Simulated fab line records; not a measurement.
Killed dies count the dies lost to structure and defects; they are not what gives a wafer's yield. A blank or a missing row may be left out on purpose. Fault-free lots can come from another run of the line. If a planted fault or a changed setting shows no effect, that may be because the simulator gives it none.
Chamber matching -- flow gf180mcu -- GF_V5_CVD_02 on pecvd-02: 3 sister chambers
The step deposits SiO2 from TEOS, target thk 1450 nm, time 163.28 s. 3 wafers are shown with their chamber, then 12 later ones without.

== WAFERS, EACH WITH ITS CHAMBER ==
wafer,chamber,heater-power-w (W)
L092.1,0,744
L092.2,1,598
L092.3,2,595

== WAFERS MISSING THEIR CHAMBER ==
wafer,heater-power-w (W)
L092.4,491
L092.5,688
L092.6,618
L093.1,683
L093.3,548
L093.5,612
L094.2,773
L094.4,611
L094.5,684
L097.1,644
L097.3,702
L097.4,492

== WHICH CHAMBER EACH WENT THROUGH ==
wafer,from the rows above,in truth
L092.4,can't be placed: 2 or 1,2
L092.5,can't be placed: 0 or 1 or 2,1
L092.6,can't be placed: 1 or 2 or 0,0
L093.1,can't be placed: 0 or 1 or 2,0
L093.3,can't be placed: 2 or 1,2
L093.5,can't be placed: 1 or 2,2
L094.2,0,0
L094.4,can't be placed: 1 or 2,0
L094.5,can't be placed: 0 or 1 or 2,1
L097.1,can't be placed: 1 or 2 or 0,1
L097.3,can't be placed: 0 or 1 or 2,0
L097.4,can't be placed: 2 or 1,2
Placed correctly: 1 of 12. These rows do not allow placing 11 (true chamber among the candidates in 10). Placed wrongly: 0.
How it was worked out, from the rows above alone: a wafer's distance from a chamber is the root of the sum, over the readings, of the square of ((its reading less the chamber's mean) divided by the reading's scatter). If the next closest chamber is less than 2 further off than the closest, the wafer can't be placed; otherwise it belongs to the closest. Each chamber's mean is taken over the wafers shown for it. The scatter: with one shown wafer a chamber, the root of the mean of the squares of how far each hidden wafer lies from its nearest shown one.
